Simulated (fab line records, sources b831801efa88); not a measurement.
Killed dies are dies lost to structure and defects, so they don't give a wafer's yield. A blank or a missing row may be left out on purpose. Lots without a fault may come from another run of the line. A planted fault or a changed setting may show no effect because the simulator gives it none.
fab line records | flow sky130
record lots=13 wafers=39 last_day=50
route steps=708 shown FIELD_ISO@3 VT_ADJUST_PCH@145 POLY_GATE@218 SD_N@349 PAD_OPEN@708
lots that met no fault: from a run of the same line without faults
start_h: hours from the record's first day to the start of the lot's first wafer shown | wait_h: hours since the lot's step before | " the same as in the row above | L1.1+2: a row that stands for several wafers | - no value, or no start given | * or withheld: withheld | < > ~ a bound
route shown NAME@n: a module of which the file shows steps, and the number in the route of the first | usual: mean/standard deviation of fault-free wafers | same: alike in all rows | chamber/n: place in a boat | sites: the reading at each site | _std_site: their standard deviation | _edge_site: outer sites' mean less inner sites' | radius_mm: how far each site lies from the wafer's centre | mask NAME#n: copy n | behind: the tool/chamber that last shaped the wafer | hold: why the lot was held/for how many hours/how that ended | device: the transistor (n, p or np) that didn't switch | end of line: the same wafers' tests at the end of the route | a step without rows: its recipe alone | killed: dies lost to structure and defects at the first sort, not the wafer's yield | map: a wafer's dies, x killed, . not, _ none there
set.NAME: the setting as run; set.NAME@STEP: as run at that earlier step | model.NAME: the simulator's own value behind a step, which no gauge read
steps of the route over a sample of lots; a table a step, a row a wafer
services: from which hour (start_h, from the record's first day; less than 0 if before it) a tool's chamber was out of use, for how many hours, and why
## steps
# step SKY_FIELD_ISO_THK_MEAS_02
# recipe reads=SiO2_of_FIELD_ISO_OXIDATION_01
# usual FIELD_ISO_OXIDATION_00_THK=12.0/0.37
# columns lot.wafer tool chamber start_h wait_h FIELD_ISO_OXIDATION_00_THK[nm]
L212.2 film_metro-02 - 19.33 0.0 11.5
L212.5 " - " " 11.4
L212.6 " - " " 11.6
L214.2 film_metro-02 - 30.50 0.0 11.6
L214.3 " - " " 11.6
L214.5 " - " " 11.4
L215.1 film_metro-02 - 37.55 0.0 11.9
L215.3 " - " " 12.0
L215.5 " - " " 11.8
L217.1 film_metro-03 - 45.76 0.0 12.2
L217.3 " - " " 12.2
L217.6 " - " " 12.2
L218.3 film_metro-01 - 47.59 0.0 11.8
L218.4 " - " " 11.8
L218.6 " - " " 11.6
L219.1 film_metro-01 - 51.63 0.0 12.5
L219.2 " - " " 12.6
L219.5 " - " " 12.3
L226.2 film_metro-03 - 87.51 0.0 12.3
L226.4 " - " " 12.4
L226.6 " - " " 12.2
L227.1 film_metro-03 - 91.65 0.0 12.1
L227.3 " - " " 12.0
L227.5 " - " " 12.2
L228.1 film_metro-03 - 96.85 0.0 11.9
L228.2 " - " " 12.0
L228.4 " - " " 11.7
L229.1 film_metro-01 - 102.64 0.0 11.7
L229.3 " - " " 12.1
L229.4 " - " " 11.9
L231.2 film_metro-03 - 115.36 0.0 12.1
L231.3 " - " " 11.9
L231.6 " - " " 11.9
L233.1 film_metro-02 - 123.85 0.0 12.2
L233.2 " - " " 12.2
L233.5 " - " " 12.2
L232.3 film_metro-03 - 123.87 0.0 12.4
L232.4 " - " " 12.7
L232.5 " - " " 12.2
# step SKY_VT_ADJUST_PCH_COAT_02
# recipe spin_rpm=2000 resist_thk_nm=3000
# usual spin_speed_rpm=2000.0/1.4
# columns lot.wafer tool chamber start_h wait_h spin_speed_rpm
L212.2 litho_track-03 0 232.49 0.1 1997.9
L212.5 " 0 " " 1999.1
L212.6 " 0 " " 2001.0
L214.2 litho_track-02 0 235.87 0.1 2002.3
L214.3 " 0 " " 2001.6
L214.5 " 0 " " 2003.1
L215.1 litho_track-03 0 248.37 0.1 1997.6
L215.3 " 0 " " 1996.8
L215.5 " 0 " " 1998.1
L217.1 litho_track-02 0 259.54 0.1 1999.3
L217.3 " 0 " " 2002.3
L217.6 " 0 " " 2001.7
L218.3 litho_track-02 0 268.64 0.1 2736.2
L218.4 " 0 " " 2736.9
L218.6 " 0 " " 2735.6
L219.1 litho_track-02 0 279.24 0.1 2734.2
L219.2 " 0 " " 2734.9
L219.5 " 0 " " 2737.5
L227.1 litho_track-03 0 350.12 0.1 2002.1
L227.3 " 0 " " 1998.8
L227.5 " 0 " " 2001.5
L226.2 litho_track-01 0 350.73 0.1 2001.0
L226.4 " 0 " " 2001.0
L226.6 " 0 " " 1999.7
L229.1 litho_track-01 0 359.01 0.1 1997.7
L229.3 " 0 " " 2001.4
L229.4 " 0 " " 1998.1
L228.1 litho_track-02 0 361.94 0.1 1999.9
L228.2 " 0 " " 1999.4
L228.4 " 0 " " 1999.3
L231.2 litho_track-01 0 371.68 0.1 1999.4
L231.3 " 0 " " 1997.6
L231.6 " 0 " " 2000.2
L232.3 litho_track-02 0 385.69 0.1 1999.7
L232.4 " 0 " " 2000.2
L232.5 " 0 " " 2002.2
L233.1 litho_track-01 0 387.31 0.1 2000.5
L233.2 " 0 " " 2000.7
L233.5 " 0 " " 1998.7
# step SKY_VT_ADJUST_PCH_STRIP_09
# recipe chemistry=O2/N2 power_w=1400 pressure_mtorr=1500 platen_temp_c=withheld o2_flow_sccm=3000 n2_flow_sccm=300 overash_fraction=0.5
# usual drypump_motor_current_A=5.5/0.4 oes_product_au=0.722/0.0053 strip_time_to_endpoint_s=36.98/0.097
# columns lot.wafer tool chamber start_h wait_h drypump_motor_current_A oes_product_au rf_hours_counter_h strip_time_to_endpoint_s
L212.2 plasma_asher-02 1 244.68 0.1 5.4 0.728 44 36.98
L212.5 " 1 " " 5.4 0.715 - 37.00
L212.6 " 0 " " 6.0 0.726 - 36.94
L214.2 plasma_asher-02 0 247.78 0.1 6.0 0.722 44 37.01
L214.3 " 1 " " 5.4 0.723 - 37.05
L214.5 " 1 " " 5.4 0.719 - 36.81
L215.1 plasma_asher-04 1 261.08 0.1 5.1 0.717 12 36.87
L215.3 " 0 " " 5.7 0.728 - 36.93
L215.5 " 1 " " 5.1 0.712 - 36.78
L217.1 plasma_asher-04 1 272.35 0.1 5.0 0.717 13 37.07
L217.3 " 1 " " 5.1 0.732 - 37.09
L217.6 " 0 " " 5.6 0.718 - 36.99
L218.3 plasma_asher-04 1 281.11 0.1 5.1 0.726 - 31.94
L218.4 " 0 " " 5.7 0.719 - 31.89
L218.6 " 1 " " 5.1 0.713 - 31.91
L219.1 plasma_asher-03 0 292.68 0.1 6.0 0.720 63 31.89
L219.2 " 1 " " 5.0 0.723 63 32.10
L219.5 " 0 " " 6.0 0.721 - 32.07
L227.1 plasma_asher-03 0 364.10 0.1 6.0 0.718 71 37.12
L227.3 " 1 " " 5.0 0.720 - 37.03
L227.5 " 1 " " 5.0 0.714 - 37.11
L226.2 plasma_asher-03 0 364.80 0.1 6.0 0.724 71 36.87
L226.4 " 0 " " 6.0 0.727 - 36.86
L226.6 " 1 " " 4.9 0.718 - 36.82
L229.1 plasma_asher-04 1 373.83 0.1 5.0 0.726 23 37.07
L229.3 " 1 " " 5.0 0.715 - 36.96
L229.4 " 0 " " 5.7 0.726 - 37.03
L228.1 plasma_asher-04 0 376.18 0.1 5.7 0.721 23 36.99
L228.2 " 1 " " 5.1 0.710 23 36.98
L228.4 " 1 " " 5.1 0.721 - 36.96
L231.2 plasma_asher-02 1 385.10 0.1 5.4 0.735 57 36.90
L231.3 " 1 " " 5.4 0.726 - 37.09
L231.6 " 0 " " 6.0 0.724 - 36.98
L232.3 plasma_asher-02 1 402.04 0.1 5.4 0.716 - 36.85
L232.4 " 0 " " 6.0 0.726 - 36.87
L232.5 " 1 " " 5.4 0.727 - 36.95
L233.1 plasma_asher-04 0 403.30 0.1 5.7 0.733 24 36.93
L233.2 " 1 " " 5.1 0.723 24 36.84
L233.5 " 1 " " 5.1 0.727 - 37.03
# step SKY_POLY_GATE_THK_MEAS_04
# recipe reads=Si3N4_of_POLY_GATE_CVD_03
# usual POLY_GATE_CVD_03_THK=75.9/0.59
# columns lot.wafer tool chamber start_h wait_h POLY_GATE_CVD_03_THK[nm]
L212.2 film_metro-04 - 362.90 0.0 75.4
L212.5 " - " " 74.8
L212.6 " - " " 75.5
L214.2 film_metro-02 - 380.65 0.0 76.0
L214.3 " - " " 75.8
L214.5 " - " " 75.7
L215.1 film_metro-01 - 380.70 0.1 74.8
L215.3 " - " " 75.2
L215.5 " - " " 75.3
L217.1 film_metro-01 - 391.31 0.0 75.8
L217.3 " - " " 76.7
L217.6 " - " " 76.5
L218.3 film_metro-02 - 402.22 0.0 75.4
L218.4 " - " " 75.8
L218.6 " - " " 75.5
L219.1 film_metro-04 - 415.14 0.0 75.6
L219.2 " - " " 76.4
L219.5 " - " " 76.3
L227.1 film_metro-02 - 499.11 0.0 76.4
L227.3 " - " " 76.1
L227.5 " - " " 76.3
L226.2 film_metro-01 - 500.48 0.0 75.8
L226.4 " - " " 75.7
L226.6 " - " " 76.0
L229.1 film_metro-02 - 506.87 0.0 75.2
L229.3 " - " " 75.5
L229.4 " - " " 75.1
L228.1 film_metro-04 - 510.88 0.0 76.0
L228.2 " - " " 76.5
L228.4 " - " " 76.0
L231.2 film_metro-01 - 522.74 0.0 75.8
L231.3 " - " " 76.3
L231.6 " - " " 75.6
L232.3 film_metro-01 - 539.51 0.0 76.7
L232.4 " - " " 76.3
L232.5 " - " " 76.1
L233.1 film_metro-01 - 541.48 0.0 75.6
L233.2 " - " " 75.3
L233.5 " - " " 75.4
# step SKY_SD_N_CD_MEAS_07
# recipe target_cd_nm=380
# usual cd_nm=379.6/2.4
# columns lot.wafer tool chamber start_h wait_h cd_nm
L212.2 cd_sem-02 - 666.02 0.1 380.3
L212.5 " - " " 381.4
L212.6 " - " " 380.5
L214.2 cd_sem-01 - 683.71 0.1 375.7
L214.3 " - " " 380.6
L214.5 " - " " 375.9
L215.1 cd_sem-02 - 686.26 0.1 382.8
L215.3 " - " " 378.7
L215.5 " - " " 378.8
L217.1 cd_sem-01 - 695.19 0.1 375.0
L217.3 " - " " 373.6
L217.6 " - " " 375.4
L218.3 cd_sem-02 - 704.30 0.1 382.1
L218.4 " - " " 381.7
L218.6 " - " " 383.2
L219.1 cd_sem-02 - 717.15 0.1 381.2
L219.2 " - " " 380.9
L219.5 " - " " 380.9
L227.1 cd_sem-01 - 789.26 0.1 374.8
L227.3 " - " " 378.0
L227.5 " - " " 378.4
L226.2 cd_sem-02 - 790.48 0.1 381.6
L226.4 " - " " 381.1
L226.6 " - " " 378.9
L229.1 cd_sem-02 - 796.54 0.1 378.3
L229.3 " - " " 381.1
L229.4 " - " " 379.1
L228.1 cd_sem-02 - 801.76 0.1 379.9
L228.2 " - " " 378.5
L228.4 " - " " 378.6
L231.2 cd_sem-02 - 813.20 0.1 378.4
L231.3 " - " " 379.1
L231.6 " - " " 377.5
L232.3 cd_sem-02 - 826.49 0.1 380.3
L232.4 " - " " 382.2
L232.5 " - " " 378.8
L233.1 cd_sem-02 - 830.31 0.2 385.1
L233.2 " - " " 383.0
L233.5 " - " " 383.7
# step SKY_PAD_OPEN_PROBE_99
# usual killed_at_M0_to_M3=45/7.5 killed_at_M4_up=2.8/1.9 killed_at_contacts=25/5.5 killed_at_front_end=14/4 killed_at_other=0.3/0.75 killed_dies=87/9.4 killed_open=47/6.6 killed_short=39/6.6
# same gross_dies=492 killed_at_back_side=0
# columns lot.wafer tool chamber start_h wait_h killed_at_M0_to_M3 killed_at_M4_up killed_at_contacts killed_at_front_end killed_at_other killed_dies killed_open killed_short
L233.1 prober-02 - 1206.00 0.1 36 3 31 13 0 83 40 43
L233.2 prober-02 - 1206.05 0.1 53 1 24 13 0 91 53 38
L233.5 prober-02 - 1206.20 0.2 37 0 26 12 0 75 41 34
# killed by level:class
L233.1 CONTACT:geometric_particle:open=11 VIA1:geometric_particle:open=7 VIA1:geometric_particle:short=7 METAL2:geometric_particle:short=7 LI_CONTACT:geometric_particle:open=6 FIELD_ISO:geometric_particle:open=5 CONTACT:geometric_particle:short=5 LI_CONTACT:geometric_particle:short=4
L233.2 VIA1:geometric_particle:open=17 CONTACT:geometric_particle:open=9 METAL2:geometric_particle:short=8 VIA3:geometric_particle:open=6 LI_CONTACT:geometric_particle:open=4 CONTACT:geometric_particle:short=4 METAL1:geometric_particle:short=4 VIA2:geometric_particle:short=4
L233.5 LI_CONTACT:geometric_particle:open=7 CONTACT:geometric_particle:open=7 VIA1:geometric_particle:open=7 METAL1:geometric_particle:short=6 METAL2:geometric_particle:short=6 CONTACT:geometric_particle:short=5 VIA3:geometric_particle:open=5 POLY_GATE:geometric_particle:open=4
## services
# columns tool chamber start_h hours kind
plasma_asher-03 - 226.45 0.9 repair
plasma_asher-04 - 287.84 2.8 pm
plasma_asher-04 - 382.61 17.0 repair
plasma_asher-02 - 400.19 0.5 repair
## key
first_sign step=SKY_VT_ADJUST_PCH_COAT_02 reading=spin_speed_rpm direction=up sigmas=99+ usual=2000.0 struck=2735.9
effect step=SKY_VT_ADJUST_PCH_STRIP_09 reading=strip_time_to_endpoint_s direction=down sigmas=52 usual=* struck=*
met_at SKY_VT_ADJUST_PCH_COAT_02
struck_lots L218,L219
tester_left_out L218,L219
not_acting_at SKY_FIELD_ISO_THK_MEAS_02,SKY_POLY_GATE_THK_MEAS_04,SKY_SD_N_CD_MEAS_07
onset_between 259.54 268.64
fault kind=process_parameter_drift tool=litho_track-02 chamber=- onset_h=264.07 steps=SKY_VT_ADJUST_PCH_COAT_02 channel=spin_rpm offset=735.67 shape=step end_h=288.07 acts_in=these_recipes_only stated=2000
# tester_left_out: of these lots the tester's yield and bins aren't shown, on N5 and GAA mostly nor the transistor test; their killed dies are dies lost to structure and defects alone, not to doping, threshold or leakage, so they don't give the yield
